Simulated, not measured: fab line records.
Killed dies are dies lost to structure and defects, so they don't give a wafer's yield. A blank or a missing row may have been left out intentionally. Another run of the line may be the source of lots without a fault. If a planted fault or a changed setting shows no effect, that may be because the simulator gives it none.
fab line records    flow sky130    part 1 of 2: steps 1 to 25 of 32
record lots=5  wafers=15  last-day=50
route steps=708 shown CONTACT@424 METAL1@434
lots that met no fault: from a run of the same line without faults
start-h: hours from the record's first day to the start of the lot's first wafer shown    wait-h: hours from the lot's prior step to this one    " same as the row above    L1.1+2: a single row standing in for several wafers    - no value, or no start given    * or withheld: withheld    < > ~ a bound
route shown NAME@n: names a module that has steps shown in the file, with the first one's number in the route    usual: mean/standard deviation of fault-free wafers    same: alike in all rows    chamber/n: place in a boat    sites: per-site readings    _std_site: their standard deviation    _edge_site: outer sites' mean less inner sites'    radius-mm: for every site, how far away it sits from the centre of the wafer    mask NAME#n: copy n    behind: the most recent tool/chamber to have shaped the wafer    hold: why the lot went on hold/how many hours it stayed there/how the hold came to an end    device: the transistor (n, p or np) that didn't switch    end of line: tests of these same wafers at the route's end    a step given without rows: its recipe and nothing more    killed: dies that structure and defects cost at the first sort, which is not the same as the wafer's yield    map: the dies of a wafer, with x for killed, . for not killed, _ for no die there
set.NAME: the setting that was run; set.NAME@STEP: the one run at that earlier step    model.NAME: the simulator's own value behind a step, which no gauge read
lots at some steps of the route; a table a step, a row a wafer
services: a tool's chamber out of use, with start hour (start-h, from the record's first day; less than 0 if before it), hours out, and reason
## steps
# step SKY_CONTACT_ETCH_18
# recipe target=Si3N4  chemistry=CHF3/O2  stop-on=TiN  source-w=600  bias-w=200  pressure-mtorr=40  chf3-flow-sccm=50  O2_flow_sccm=5  time-s=39  target-depth-a=750
# usual chamber-pressure-mTorr=40.00/0.034  drypump-motor-current-A=5.8/0.4  oes-product-au=0.853/0.0088  throttle-valve-pct=8.792/0.009
lot.wafer  tool         chamber  start-h  wait-h  chamber-pressure-mTorr  drypump-motor-current-A  oes-product-au  rf-hours-counter-h  throttle-valve-pct
L074.2     rie-diel-03  2        -        -       39.96                   5.6                      0.858           47                  8.783
L074.4     "            1        "        "       39.93                   5.9                      0.869           24                  8.809
L074.5     "            0        "        "       40.03                   6.0                      0.866           -                   8.793
L083.3     rie-diel-03  3        -        -       40.03                   5.5                      0.853           22                  8.789
L083.4     "            2        "        "       40.09                   5.7                      0.853           1                   8.797
L083.5     "            0        "        "       39.99                   6.0                      0.857           -                   8.786
L089.2     rie-diel-02  3        -        -       40.05                   5.5                      0.837           8                   8.792
L089.4     "            1        "        "       39.97                   5.8                      0.851           11                  8.802
L089.6     "            0        "        "       39.97                   5.1                      0.852           -                   8.803
L094.2     rie-diel-01  3        -        -       39.93                   6.7                      0.837           10                  8.792
L094.3     "            1        "        "       40.00                   5.7                      0.842           1                   8.789
L094.6     "            3        "        "       40.01                   6.7                      0.851           -                   8.803
L096.2     rie-diel-01  3        -        -       40.01                   6.7                      0.853           11                  8.786
L096.3     "            0        "        "       39.98                   5.7                      0.846           8                   8.785
L096.4     "            1        "        "       40.00                   5.7                      0.858           2                   8.784
# step SKY_CONTACT_STRIP_19
# recipe chemistry=O2/N2  power-w=1400  pressure-mtorr=1500  platen-temp-c=withheld  o2-flow-sccm=3000  n2-flow-sccm=300  overash-fraction=0.5
# usual chamber-pressure-mTorr=1499.9/1.4  drypump-motor-current-A=5.6/0.44  oes-product-au=0.380/0.0054  strip-time-to-endpoint-s=3.60/0.046
# same overash-fraction=0.5
lot.wafer  tool             chamber  start-h  wait-h  chamber-pressure-mTorr  drypump-motor-current-A  oes-product-au  rf-hours-counter-h  strip-time-to-endpoint-s
L074.2     plasma-asher-04  0        730.06   -       1498.9                  6.2                      0.372           28                  3.52
L074.4     "                0        "        "       1503.1                  6.2                      0.379           -                   3.60
L074.5     "                0        "        "       1497.5                  6.2                      0.368           -                   3.54
L083.3     plasma-asher-02  0        808.32   -       1500.4                  5.8                      0.378           -                   3.60
L083.4     "                1        "        "       1499.0                  4.8                      0.378           -                   3.58
L083.5     "                0        "        "       1500.9                  5.8                      0.386           -                   3.55
L089.2     plasma-asher-04  1        858.94   -       1496.8                  5.5                      0.372           41                  3.56
L089.4     "                0        "        "       1499.9                  6.1                      0.379           -                   3.57
L089.6     "                1        "        "       1499.8                  5.5                      0.390           -                   3.67
L094.2     plasma-asher-03  1        891.38   -       1500.4                  5.4                      0.384           14                  3.63
L094.3     "                0        "        "       1499.0                  6.0                      0.376           -                   3.54
L094.6     "                1        "        "       1501.5                  5.4                      0.370           -                   3.60
L096.2     plasma-asher-04  1        908.26   -       1499.6                  5.5                      0.387           46                  3.62
L096.3     "                0        "        "       1502.6                  6.2                      0.387           -                   3.64
L096.4     "                1        "        "       1500.8                  5.5                      0.380           -                   3.55
# step SKY_CONTACT_STRIP_20
# recipe chemistry=post-etch-residue-remover  time-s=1200  temp-c=72.5
# usual bath-guard-temp-C=72.4/0.41
lot.wafer  tool          chamber  start-h  wait-h  bath-guard-temp-C
L074.2     wet-bench-03  1        730.16   0.1     72.2
L074.4     "             1        "        "       72.5
L074.5     "             1        "        "       72.1
L083.3     wet-bench-01  0        808.39   0.0     72.4
L083.4     "             0        "        "       72.6
L083.5     "             0        "        "       72.8
L089.2     wet-bench-02  2        859.04   0.1     72.9
L089.4     "             2        "        "       72.8
L089.6     "             2        "        "       72.7
L094.2     wet-bench-02  1        891.48   0.1     71.7
L094.3     "             1        "        "       71.4
L094.6     "             1        "        "       71.9
L096.2     wet-bench-03  1        908.36   0.1     72.3
L096.3     "             1        "        "       72.3
L096.4     "             1        "        "       72.5
# step SKY_CONTACT_CLEAN_21
# recipe chemistry=IPA  time-s=180  temp-c=25
lot.wafer   tool          chamber  start-h  wait-h
L074.2+4+5  wet-bench-01  2        730.57   0.0
L083.3+4+5  wet-bench-02  1        808.73   0.0
L089.2+4+6  wet-bench-01  0        859.38   0.0
L094.2+3+6  wet-bench-03  3        891.82   0.0
L096.2+3+4  wet-bench-01  2        908.70   0.0
# step SKY_CONTACT_CLEAN_22
# recipe chemistry=O3/DIW  dry=n2-spin
lot.wafer   tool          chamber  start-h  wait-h
L074.2+4+5  wet-bench-02  2        730.63   0.0
L083.3+4+5  wet-bench-03  2        808.79   0.0
L089.2+4+6  wet-bench-02  3        859.44   0.0
L094.2+3+6  wet-bench-01  3        891.88   0.0
L096.2+3+4  wet-bench-03  1        908.77   0.0
# step SKY_CONTACT_SPUTTER_23
# recipe material=TiN  target-thk-nm=20  chamber-pressure-pa=5  power-w=4000  time-s=80
# usual throttle-valve-pct=30.4/1.5
lot.wafer  tool            chamber  start-h  wait-h  throttle-valve-pct
L074.2     pvd-sputter-02  -        730.74   0.0     30.5
L074.4     "               -        "        "       30.3
L074.5     "               -        "        "       30.7
L083.3     pvd-sputter-02  -        808.88   0.0     30.3
L083.4     "               -        "        "       30.0
L083.5     "               -        "        "       30.7
L089.2     pvd-sputter-02  -        859.53   0.0     30.9
L089.4     "               -        "        "       33.4
L089.6     "               -        "        "       30.4
L094.2     pvd-sputter-04  -        891.97   0.0     30.1
L094.3     "               -        "        "       27.4
L094.6     "               -        "        "       27.4
L096.2     pvd-sputter-02  -        908.86   0.0     31.0
L096.3     "               -        "        "       30.1
L096.4     "               -        "        "       30.3
# step SKY_CONTACT_CVD_24
# recipe material=W  target-thk-nm=340  time-s=102.12  temp-c=400  pressure-torr=40
# usual heater-power-w=877/71
lot.wafer  tool      chamber  start-h  wait-h  heater-power-w
L074.2     cvd-w-01  1        730.80   0.0     876
L074.4     "         0        "        "       838
L074.5     "         1        "        "       890
L083.3     cvd-w-01  1        808.98   0.1     917
L083.4     "         0        "        "       836
L083.5     "         0        "        "       878
L089.2     cvd-w-02  0        859.59   0.0     756
L089.4     "         0        "        "       771
L089.6     "         1        "        "       1012
L094.2     cvd-w-01  0        892.03   0.0     861
L094.3     "         0        "        "       828
L094.6     "         1        "        "       902
L096.2     cvd-w-01  0        908.92   0.0     838
L096.3     "         0        "        "       849
L096.4     "         1        "        "       902
# step SKY_CONTACT_RS_MEAS_25
# recipe thk-meas-gauge=four-point-probe  reads=W_of_CONTACT_CVD_24+TiN_of_CONTACT_SPUTTER_23
# usual CONTACT_W_RS=0.336/0.0043
lot.wafer  tool           chamber  start-h  wait-h  CONTACT_W_RS[ohm/sq]
L074.2     film-metro-04  -        730.93   0.1     0.333
L074.4     "              -        "        "       0.339
L074.5     "              -        "        "       0.337
L083.3     film-metro-04  -        809.09   0.1     0.333
L083.4     "              -        "        "       0.341
L083.5     "              -        "        "       0.337
L089.2     film-metro-01  -        859.72   0.1     0.340
L089.4     "              -        "        "       0.335
L089.6     "              -        "        "       0.336
L094.2     film-metro-04  -        892.16   0.1     0.339
L094.3     "              -        "        "       0.332
L094.6     "              -        "        "       0.337
L096.2     film-metro-01  -        909.05   0.1     0.338
L096.3     "              -        "        "       0.339
L096.4     "              -        "        "       0.331
# step SKY_CONTACT_THK_MEAS_26
# recipe thk-meas-gauge=xrf  reads=W_of_CONTACT_CVD_24
# usual CONTACT_W_THK=333/5.3
lot.wafer  tool           chamber  start-h  wait-h  CONTACT_W_THK[nm]
L074.2     film-metro-04  -        731.04   0.1     335
L074.4     "              -        "        "       333
L074.5     "              -        "        "       333
L083.3     film-metro-04  -        809.19   0.1     334
L083.4     "              -        "        "       327
L083.5     "              -        "        "       333
L089.2     film-metro-01  -        859.83   0.1     334
L089.4     "              -        "        "       339
L089.6     "              -        "        "       338
L094.2     film-metro-04  -        892.27   0.1     329
L094.3     "              -        "        "       336
L094.6     "              -        "        "       331
L096.2     film-metro-01  -        909.16   0.1     336
L096.3     "              -        "        "       333
L096.4     "              -        "        "       343
# step SKY_CONTACT_CMP_27
# recipe stop-on=SiO2  t-overpolish-s=15  down-force-psi=3.5  platen-rpm=60  target-thk-nm=0  pad-velocity-m-s=0.94248
# usual motor-current-A=11.0/0.99  overpolish-run-s=14.998/0.0085  time-to-endpoint-s=83/4.6
lot.wafer  tool    chamber  start-h  wait-h  motor-current-A  overpolish-run-s  time-to-endpoint-s
L074.2     cmp-02  3        731.14   0.1     10.1             15.005            81
L074.4     "       1        "        "       12.2             14.999            79
L074.5     "       3        "        "       10.3             15.007            81
L083.3     cmp-01  0        809.23   0.0     10.7             14.994            84
L083.4     "       2        "        "       10.9             15.003            73
L083.5     "       0        "        "       10.7             15.005            86
L089.4     cmp-01  2        859.96   0.1     11.3             15.002            85
L089.2     "       0        "        "       10.6             15.002            90
L089.6     "       1        "        "       9.6              15.000            81
L094.3     cmp-01  2        892.37   0.1     11.5             15.004            84
L094.2     "       0        "        "       10.6             15.000            92
L094.6     "       1        "        "       10.4             15.002            81
L096.2     cmp-01  1        909.65   0.5     9.6              15.003            79
L096.4     "       2        "        "       11.5             15.016            82
L096.3     "       0        "        "       11.4             15.014            89
# step SKY_METAL1_SPUTTER_00
# recipe material=Ti  target-thk-nm=15  power-w=3000  time-s=10  chamber-pressure-pa=0.4
# usual throttle-valve-pct=30.1/1.3
lot.wafer  tool            chamber  start-h  wait-h  throttle-valve-pct
L074.2     pvd-sputter-04  -        731.39   0.2     27.4
L074.4     "               -        "        "       29.6
L074.5     "               -        "        "       30.3
L083.3     pvd-sputter-04  -        809.53   0.2     27.5
L083.4     "               -        "        "       30.2
L083.5     "               -        "        "       29.5
L089.2     pvd-sputter-02  -        860.21   0.1     33.5
L089.4     "               -        "        "       30.3
L089.6     "               -        "        "       30.3
L094.2     pvd-sputter-01  -        892.62   0.1     31.1
L094.3     "               -        "        "       29.4
L094.6     "               -        "        "       31.1
L096.2     pvd-sputter-04  -        909.97   0.3     29.4
L096.3     "               -        "        "       27.5
L096.4     "               -        "        "       30.1
# step SKY_METAL1_SPUTTER_01
# recipe material=TiN  target-thk-nm=20  power-w=6500  time-s=16.7  chamber-pressure-pa=0.4
# usual throttle-valve-pct=30.1/1.4
lot.wafer  tool            chamber  start-h  wait-h  throttle-valve-pct
L074.2     pvd-sputter-04  -        731.41   0.0     27.3
L074.4     "               -        "        "       29.5
L074.5     "               -        "        "       30.1
L083.3     pvd-sputter-04  -        809.55   0.0     27.6
L083.4     "               -        "        "       30.0
L083.5     "               -        "        "       30.0
L089.2     pvd-sputter-02  -        860.23   0.0     33.5
L089.4     "               -        "        "       30.1
L089.6     "               -        "        "       30.0
L094.2     pvd-sputter-01  -        892.65   0.0     31.1
L094.3     "               -        "        "       29.4
L094.6     "               -        "        "       31.1
L096.2     pvd-sputter-04  -        909.99   0.0     29.7
L096.3     "               -        "        "       27.6
L096.4     "               -        "        "       30.4
# step SKY_METAL1_SPUTTER_02
# recipe material=AlCu  target-thk-nm=250  power-w=10600  time-s=13.3  chamber-pressure-pa=0.4
# usual throttle-valve-pct=30.1/1.4
lot.wafer  tool            chamber  start-h  wait-h  throttle-valve-pct
L074.2     pvd-sputter-04  -        731.44   0.0     27.6
L074.4     "               -        "        "       29.6
L074.5     "               -        "        "       30.2
L083.3     pvd-sputter-04  -        809.58   0.0     27.4
L083.4     "               -        "        "       30.2
L083.5     "               -        "        "       29.8
L089.2     pvd-sputter-02  -        860.25   0.0     33.3
L089.4     "               -        "        "       30.4
L089.6     "               -        "        "       30.1
L094.2     pvd-sputter-01  -        892.67   0.0     31.3
L094.3     "               -        "        "       29.4
L094.6     "               -        "        "       31.1
L096.2     pvd-sputter-04  -        910.02   0.0     29.4
L096.3     "               -        "        "       27.6
L096.4     "               -        "        "       30.4
# step SKY_METAL1_SPUTTER_03
# recipe material=Ti  target-thk-nm=5  power-w=3000  time-s=3.3  chamber-pressure-pa=0.4
# usual throttle-valve-pct=30.1/1.4
lot.wafer  tool            chamber  start-h  wait-h  throttle-valve-pct
L074.2     pvd-sputter-04  -        731.46   0.0     27.5
L074.4     "               -        "        "       29.8
L074.5     "               -        "        "       30.2
L083.3     pvd-sputter-04  -        809.60   0.0     27.5
L083.4     "               -        "        "       30.3
L083.5     "               -        "        "       29.5
L089.2     pvd-sputter-02  -        860.28   0.0     33.6
L089.4     "               -        "        "       30.7
L089.6     "               -        "        "       29.9
L094.2     pvd-sputter-01  -        892.70   0.0     31.0
L094.3     "               -        "        "       29.4
L094.6     "               -        "        "       31.1
L096.2     pvd-sputter-04  -        910.04   0.0     29.7
L096.3     "               -        "        "       27.8
L096.4     "               -        "        "       30.1
# step SKY_METAL1_SPUTTER_04
# recipe material=TiN  target-thk-nm=70  power-w=6500  time-s=58.3  chamber-pressure-pa=0.4
# usual throttle-valve-pct=30.2/1.3
lot.wafer  tool            chamber  start-h  wait-h  throttle-valve-pct
L074.2     pvd-sputter-04  -        731.48   0.0     27.5
L074.4     "               -        "        "       29.5
L074.5     "               -        "        "       30.2
L083.3     pvd-sputter-04  -        809.62   0.0     27.5
L083.4     "               -        "        "       30.3
L083.5     "               -        "        "       29.7
L089.2     pvd-sputter-02  -        860.30   0.0     33.4
L089.4     "               -        "        "       30.5
L089.6     "               -        "        "       30.3
L094.2     pvd-sputter-01  -        892.71   0.0     30.9
L094.3     "               -        "        "       29.6
L094.6     "               -        "        "       31.0
L096.2     pvd-sputter-04  -        910.06   0.0     29.6
L096.3     "               -        "        "       27.6
L096.4     "               -        "        "       30.4
# step SKY_METAL1_RS_MEAS_05
# recipe thk-meas-gauge=four-point-probe  reads=TiN_of_METAL1_SPUTTER_04+Ti_of_METAL1_SPUTTER_03+AlCu_of_METAL1_SPUTTER_02+TiN_of_METAL1_SPUTTER_01+Ti_of_METAL1_SPUTTER_00
# usual METAL1_ALCU_RS=0.1265/0.0017
lot.wafer  tool           chamber  start-h  wait-h  METAL1_ALCU_RS[ohm/sq]
L074.2     film-metro-03  -        731.55   0.0     0.1259
L074.4     "              -        "        "       0.1249
L074.5     "              -        "        "       0.1236
L083.3     film-metro-04  -        809.71   0.1     0.1274
L083.4     "              -        "        "       0.1239
L083.5     "              -        "        "       0.1262
L089.2     film-metro-04  -        860.37   0.0     0.1244
L089.4     "              -        "        "       0.1240
L089.6     "              -        "        "       0.1264
L094.2     film-metro-04  -        892.78   0.0     0.1266
L094.3     "              -        "        "       0.1248
L094.6     "              -        "        "       0.1255
L096.2     film-metro-04  -        910.13   0.0     0.1279
L096.3     "              -        "        "       0.1282
L096.4     "              -        "        "       0.1239
# step SKY_METAL1_THK_MEAS_06
# recipe thk-meas-gauge=xrf  reads=AlCu_of_METAL1_SPUTTER_02
# usual METAL1_ALCU_THK=251/3.5
lot.wafer  tool           chamber  start-h  wait-h  METAL1_ALCU_THK[nm]
L074.2     film-metro-03  -        731.66   0.1     254
L074.4     "              -        "        "       254
L074.5     "              -        "        "       254
L083.3     film-metro-04  -        809.81   0.1     250
L083.4     "              -        "        "       255
L083.5     "              -        "        "       251
L089.2     film-metro-04  -        860.48   0.1     258
L089.4     "              -        "        "       257
L089.6     "              -        "        "       254
L094.2     film-metro-04  -        892.89   0.1     251
L094.3     "              -        "        "       255
L094.6     "              -        "        "       252
L096.2     film-metro-04  -        910.24   0.1     248
L096.3     "              -        "        "       247
L096.4     "              -        "        "       255
# step SKY_METAL1_DEHYDRATE_07
# recipe temp-c=200  time-s=60
# usual exhaust-pa=45.1/0.8  plate-temp-C=200.03/0.16
lot.wafer  tool            chamber  start-h  wait-h  exhaust-pa  plate-temp-C
L074.2     litho-track-02  0        744.42   12.8    46.1        200.13
L074.4     "               0        "        "       43.8        200.05
L074.5     "               0        "        "       44.4        199.93
L083.3     litho-track-01  0        822.57   12.8    45.4        199.89
L083.4     "               0        "        "       46.1        200.11
L083.5     "               0        "        "       45.7        199.98
L089.2     litho-track-02  0        873.07   12.6    47.2        200.18
L089.4     "               0        "        "       44.6        199.95
L089.6     "               0        "        "       45.7        200.03
L094.2     litho-track-02  0        904.97   12.1    46.0        199.64
L094.3     "               0        "        "       44.7        199.99
L094.6     "               0        "        "       44.6        199.86
L096.2     litho-track-01  0        922.00   11.8    45.5        199.61
L096.3     "               0        "        "       44.0        199.90
L096.4     "               0        "        "       45.2        200.03
# step SKY_METAL1_HMDS_08
# recipe prime-time-s=60  prime-temp-c=120
# usual exhaust-pa=45.1/0.78
lot.wafer  tool            chamber  start-h  wait-h  exhaust-pa
L074.2     litho-track-02  0        744.57   0.1     45.3
L074.4     "               0        "        "       45.1
L074.5     "               0        "        "       45.2
L083.3     litho-track-01  0        822.72   0.1     45.6
L083.4     "               0        "        "       45.7
L083.5     "               0        "        "       44.7
L089.2     litho-track-02  0        873.22   0.1     43.8
L089.4     "               0        "        "       45.1
L089.6     "               0        "        "       45.7
L094.2     litho-track-02  0        905.12   0.1     45.5
L094.3     "               0        "        "       45.9
L094.6     "               0        "        "       43.7
L096.2     litho-track-01  0        922.15   0.1     44.7
L096.3     "               0        "        "       45.9
L096.4     "               0        "        "       43.9
# step SKY_METAL1_COAT_09
# recipe resist=BARC  temp-c=withheld  time-s=withheld  spin-rpm=3000  resist-thk-nm=60
# usual exhaust-pa=45.2/0.97
lot.wafer  tool            chamber  start-h  wait-h  exhaust-pa
L074.2     litho-track-02  0        744.72   0.1     46.4
L074.4     "               0        "        "       46.1
L074.5     "               0        "        "       45.4
L083.3     litho-track-01  0        822.87   0.1     44.3
L083.4     "               0        "        "       45.0
L083.5     "               0        "        "       45.0
L089.2     litho-track-02  0        873.37   0.1     44.5
L089.4     "               0        "        "       45.2
L089.6     "               0        "        "       45.5
L094.2     litho-track-02  0        905.27   0.1     44.0
L094.3     "               0        "        "       44.0
L094.6     "               0        "        "       44.1
L096.2     litho-track-01  0        922.30   0.1     44.1
L096.3     "               0        "        "       46.5
L096.4     "               0        "        "       45.0
# step SKY_METAL1_COAT_10
# recipe resist=KrF-thick  spin-rpm=3000  resist-thk-nm=450
# usual exhaust-pa=45.0/0.94
lot.wafer  tool            chamber  start-h  wait-h  exhaust-pa
L074.2     litho-track-02  0        -        -       44.7
L074.4     "               0        "        "       46.8
L074.5     "               0        "        "       46.4
L083.3     litho-track-01  0        -        -       45.0
L083.4     "               0        "        "       44.5
L083.5     "               0        "        "       44.8
L089.2     litho-track-02  0        -        -       43.5
L089.4     "               0        "        "       45.7
L089.6     "               0        "        "       45.4
L094.2     litho-track-02  0        -        -       43.4
L094.3     "               0        "        "       43.3
L094.6     "               0        "        "       43.7
L096.2     litho-track-01  0        -        -       46.2
L096.3     "               0        "        "       45.9
L096.4     "               0        "        "       45.9
# step SKY_METAL1_SOFTBAKE_11
# recipe temp-c=100  time-s=90  resist=KrF-thick
# usual exhaust-pa=45.2/0.88  plate-temp-C=100.01/0.13
lot.wafer  tool            chamber  start-h  wait-h  exhaust-pa  plate-temp-C
L074.2     litho-track-02  0        -        -       45.9        99.91
L074.4     "               0        "        "       45.4        100.10
L074.5     "               0        "        "       46.1        100.03
L083.3     litho-track-01  0        -        -       44.4        100.00
L083.4     "               0        "        "       46.1        100.06
L083.5     "               0        "        "       45.2        99.91
L089.2     litho-track-02  0        -        -       45.9        100.08
L089.4     "               0        "        "       46.1        100.06
L089.6     "               0        "        "       44.7        100.16
L094.2     litho-track-02  0        -        -       45.0        99.76
L094.3     "               0        "        "       43.7        99.81
L094.6     "               0        "        "       45.9        99.64
L096.2     litho-track-01  0        -        -       45.2        100.12
L096.3     "               0        "        "       44.8        99.98
L096.4     "               0        "        "       44.6        100.04
# step SKY_METAL1_EXPOSE_12
# recipe mask-id=MM1  na=0.8  source-shape=annular  sigma-inner=0.55  sigma-outer=0.85  target-cd-nm=140  dose-mj=28
lot.wafer   tool            chamber  start-h  wait-h  mask
L074.2+4+5  krf-scanner-01  0        -        -       MM1#0
L083.3+4+5  krf-scanner-02  0        -        -       MM1#0
L089.2+4+6  krf-scanner-01  0        -        -       MM1#0
L094.2+3+6  krf-scanner-01  0        -        -       MM1#0
L096.2+3+4  krf-scanner-01  0        -        -       MM1#0
# step SKY_METAL1_PEB_13
# recipe peb-temp-c=withheld  peb-time-s=withheld  resist=KrF-thick
# usual exhaust-pa=44.9/0.92
lot.wafer  tool            chamber  start-h  wait-h  exhaust-pa
L074.2     litho-track-03  0        -        -       45.3
L074.4     "               0        "        "       45.8
L074.5     "               0        "        "       44.9
L083.3     litho-track-01  0        -        -       44.4
L083.4     "               0        "        "       42.8
L083.5     "               0        "        "       44.9
L089.2     litho-track-02  0        -        -       43.5
L089.4     "               0        "        "       46.0
L089.6     "               0        "        "       45.5
L094.2     litho-track-02  0        -        -       44.3
L094.3     "               0        "        "       44.9
L094.6     "               0        "        "       45.6
L096.2     litho-track-03  0        -        -       44.8
L096.3     "               0        "        "       45.5
L096.4     "               0        "        "       44.8
# step SKY_METAL1_DEVELOP_14
# recipe develop-time-s=60  resist=KrF-thick  dev-temp-c=21
# usual developer-temp-C=21.00/0.13  exhaust-pa=44.9/0.87
lot.wafer  tool            chamber  start-h  wait-h  developer-temp-C  exhaust-pa
L074.2     litho-track-03  0        -        -       21.27             44.4
L074.4     "               0        "        "       21.28             45.3
L074.5     "               0        "        "       21.27             45.4
L083.3     litho-track-01  0        -        -       21.24             44.6
L083.4     "               0        "        "       20.95             45.2
L083.5     "               0        "        "       21.15             45.6
L089.2     litho-track-02  0        -        -       20.73             45.7
L089.4     "               0        "        "       20.97             46.8
L089.6     "               0        "        "       20.93             44.6
L094.2     litho-track-02  0        -        -       21.21             43.9
L094.3     "               0        "        "       21.05             46.5
L094.6     "               0        "        "       21.23             45.0
L096.2     litho-track-03  0        -        -       21.20             45.0
L096.3     "               0        "        "       21.08             44.5
L096.4     "               0        "        "       21.12             45.0
